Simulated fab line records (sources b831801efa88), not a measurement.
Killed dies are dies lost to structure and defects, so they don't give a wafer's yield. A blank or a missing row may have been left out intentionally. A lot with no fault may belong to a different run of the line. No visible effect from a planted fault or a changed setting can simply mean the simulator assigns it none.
Matching of chambers -- flow gf180mcu -- GF_V2_ETCH_16 on rie_diel-03: 4 sister chambers
The step etches BARC in N2/H2. 8 wafers are shown with their chamber, then 12 later ones without.

EACH WAFER AND ITS CHAMBER
wafer,chamber,drypump_motor_current_A (A),throttle_valve_pct (%)
L084.2,2,5.3,13.229
L084.4,1,5.9,13.210
L084.6,3,6.0,13.219
L085.4,1,5.9,13.229
L085.5,0,6.5,13.235
L089.3,0,6.6,13.224
L089.4,2,5.4,13.216
L089.6,3,6.0,13.230

WAFERS MISSING THEIR CHAMBER
wafer,drypump_motor_current_A (A),throttle_valve_pct (%)
L091.1,5.9,13.223
L091.3,6.6,13.219
L091.6,5.9,13.229
L093.2,5.3,13.212
L093.3,6.0,13.227
L093.4,6.6,13.222
L094.2,6.0,13.229
L094.5,5.9,13.233
L094.6,5.3,13.214
L097.3,6.6,13.218
L097.4,5.9,13.242
L097.5,5.9,13.228

THE CHAMBER EACH PASSED THROUGH
wafer,from the rows above,in truth
L091.1,can't be placed: 1 or 3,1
L091.3,0,0
L091.6,can't be placed: 1 or 3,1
L093.2,2,2
L093.3,can't be placed: 3 or 1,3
L093.4,0,0
L094.2,can't be placed: 3 or 1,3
L094.5,can't be placed: 1 or 3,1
L094.6,2,2
L097.3,0,0
L097.4,can't be placed: 1 or 3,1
L097.5,can't be placed: 1 or 3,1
Placed correctly: 5 of 12. From these rows, 7 cannot be placed; in 7 the true chamber is one of the candidates. Number placed wrongly: 0.
How it was worked out, from the rows above alone: a wafer's distance from a chamber is the root of the sum, over the readings, of the square of ((its reading less the chamber's mean) divided by the reading's scatter). The wafer belongs to the nearest chamber; if the next one is less than 2 further off, it can't be placed. The mean given for a chamber averages the wafers shown for that chamber. The scatter: the root of (the sum of the squares of (reading less its chamber's mean) over the shown wafers, divided by (wafers less chambers)).
